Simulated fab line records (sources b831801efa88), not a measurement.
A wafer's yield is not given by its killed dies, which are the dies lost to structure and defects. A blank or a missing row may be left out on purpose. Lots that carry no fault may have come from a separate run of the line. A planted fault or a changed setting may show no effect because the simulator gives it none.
A struck lot beside a sound one | flow sky130 | 14 out of 708 route steps
Sound: these wafers, L137.2, L137.4, L137.5. Wafers L156.1, L156.3, L156.4 were the ones struck. At the end, the cause is stated.
Order at every step that has rows: each side's tool, ch and its chambers, its first start. Under that, the readings that differ: sound wafers | struck wafers | difference of the means | sigmas: that difference in standard deviations of wafers without a fault.
alike: readings with means less than 2 such deviations apart, plus words and numbers identical on both sides. not compared: withheld readings, readings lacking a value on some wafer, bounds such as >300 that could conceal the same value, and numbers that have no deviation in the record and whose values overlap.
The two part at a step that has a row with sigmas, a row that says differs or no value, or rows on one side only. Non-overlapping numbers with no deviation appear without sigmas and do not part them. A reading missing from all wafers of one side parts the sides only when that side holds two or more wafers.

SKY_VIA1_OVL_MEAS_13:
  struck on overlay-02, day 40 05:55; sound on overlay-02, day 33 18:30
  alike: VIA1_OVL
then, 1 step without rows for these wafers: SKY_VIA1_ETCH_14 (etches BARC in N2/H2, stops on SiO2, time 45.9 s, target depth 60 nm).
SKY_VIA1_ETCH_15: etches SiO2 in C4F8/O2/Ar, stops on TiN, target depth 351 nm, time 54 s.
  sound on rie diel-01 ch 0,1,3, day 33 18:34; struck on rie diel-02 ch 0,2,3, day 40 05:59
  alike: oes product au
  not compared: rf hours counter h
SKY_VIA1_STRIP_16: strips in O2/N2.
  sound on plasma asher-04 ch 0,1, day 33 18:37; struck on plasma asher-01 ch 0,1, day 40 06:02
  alike: drypump motor current A, oes product au, strip time to endpoint s
  not compared: rf hours counter h
then, 4 steps without rows for these wafers: SKY_VIA1_STRIP_17 (strips in post etch residue remover, time 1200 s); SKY_VIA1_CLEAN_18 (cleans in IPA, time 180 s); SKY_VIA1_CLEAN_19 (cleans in O3/DIW); SKY_VIA1_SPUTTER_20 (material TiN, target thk 20 nm, time 80 s).
SKY_VIA1_CVD_21: deposits W, target thk 270 nm, time 80.902 s.
  sound on cvd w-01 ch 0,1, day 33 19:19; struck on cvd w-02 ch 0,1, day 40 06:42
  alike: heater power outer w, heater power w
SKY_VIA1_RS_MEAS_22: measurement is done with a four-point probe.
  struck on film metro-01, day 40 06:47; sound on film metro-03, day 33 19:25
  alike: VIA1_W_RS
SKY_VIA1_THK_MEAS_23: measures by xrf.
  struck on film metro-01, day 40 06:55; sound on film metro-03, day 33 19:32
  alike: VIA1_W_THK
SKY_VIA1_CMP_24: polishes, stops on SiO2, t overpolish 15 s, target thk 0 nm.
  sound on cmp-02 ch 0,2,3, day 33 19:35; struck on cmp-01 ch 0,2,3, day 40 06:58
  alike: motor current A, overpolish run s, time to endpoint s
SKY_METAL2_SPUTTER_00: material Ti, target thk 15 nm, time 10 s.
  struck on pvd sputter-01, day 40 07:16; sound on pvd sputter-03, day 33 19:53
  no value came back on the struck wafers for cathode dc power W (W), chamber pressure pa (Pa), throttle valve pct (%); on the sound wafers cathode dc power W (W) reads 2999.6 3000.1 3000.2
SKY_METAL2_SPUTTER_01: material TiN, target thk 20 nm, time 16.7 s.
  struck on pvd sputter-01, day 40 07:17; sound on pvd sputter-03, day 33 19:54
  alike: cathode dc power W, chamber pressure pa, throttle valve pct

WHERE THEY PART
Only at SKY_METAL2_SPUTTER_00, as far as this record shows. Later steps at which nothing parts them and some readings are alike: SKY_METAL2_SPUTTER_01.

WHY: what the simulator had put in
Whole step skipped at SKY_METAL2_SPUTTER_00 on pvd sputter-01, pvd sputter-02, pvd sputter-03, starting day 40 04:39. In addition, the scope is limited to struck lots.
